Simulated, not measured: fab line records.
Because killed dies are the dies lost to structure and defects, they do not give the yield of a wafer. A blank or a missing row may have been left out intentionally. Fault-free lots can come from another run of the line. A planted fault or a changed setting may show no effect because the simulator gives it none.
Matching of chambers -- flow sfqLine -- 4 sister chambers for SFQ_TRILAYER_I7_CMP_CMP_184 on cmp-01
The step polishes SiO2. 16 wafers are shown with their chamber, then 8 later ones without.

## WAFERS PAIRED WITH THEIR CHAMBERS
wafer,chamber,motorCurrentA (A),timeToEndpointS (s)
L131.2,2,11.3,206
L131.3,1,10.8,208
L131.6,0,11.1,216
L132.1,0,10.4,210
L132.4,1,11.5,213
L132.3,3,8.5,211
L136.1,0,10.9,214
L136.3,3,8.5,207
L136.4,2,11.7,207
L137.1,2,11.7,206
L137.3,3,8.4,211
L137.4,1,11.4,227
L139.1,2,11.8,206
L139.4,1,10.8,221
L139.5,0,11.6,222
L141.2,2,11.3,214

SIGNATURES (means of the wafers above)
reading,chamber 0,chamber 1,chamber 2,chamber 3,scatter within a chamber
motorCurrentA,11.000,11.125,11.560,8.467,0.342
timeToEndpointS,215.50,217.25,207.80,209.67,5.38
Rule: a wafer's distance from a chamber is the root of the sum, over the readings, of the square of ((its reading less the chamber's mean) divided by the reading's scatter). The wafer belongs to the nearest chamber; if the next one is less than 2 further off, it can't be placed. The scatter: take each reading less its chamber's mean, square it, sum over the shown wafers, divide by the number of wafers less the number of chambers, and take the root.

## WAFERS MISSING THEIR CHAMBER
wafer,motorCurrentA (A),timeToEndpointS (s)
L141.3,11.3,222
L141.5,11.7,219
L144.1,8.3,210
L144.4,11.5,211
L144.2,11.0,207
L149.3,11.3,209
L149.4,11.3,221
L150.4,11.2,215

## EACH ONE'S CHAMBER
wafer,from the rows above,in truth
L141.3,can't be placed: 1 or 0 or 2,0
L141.5,can't be placed: 1 or 2 or 0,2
L144.1,3,3
L144.4,can't be placed: 2 or 1 or 0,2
L144.2,can't be placed: 0 or 2 or 1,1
L149.3,can't be placed: 2 or 0 or 1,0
L149.4,can't be placed: 1 or 0 or 2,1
L150.4,can't be placed: 1 or 0 or 2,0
Placed correctly: 1 of 8. Can't be placed from these rows: 7 (the true chamber is among the candidates in 7). Number placed wrongly: 0.
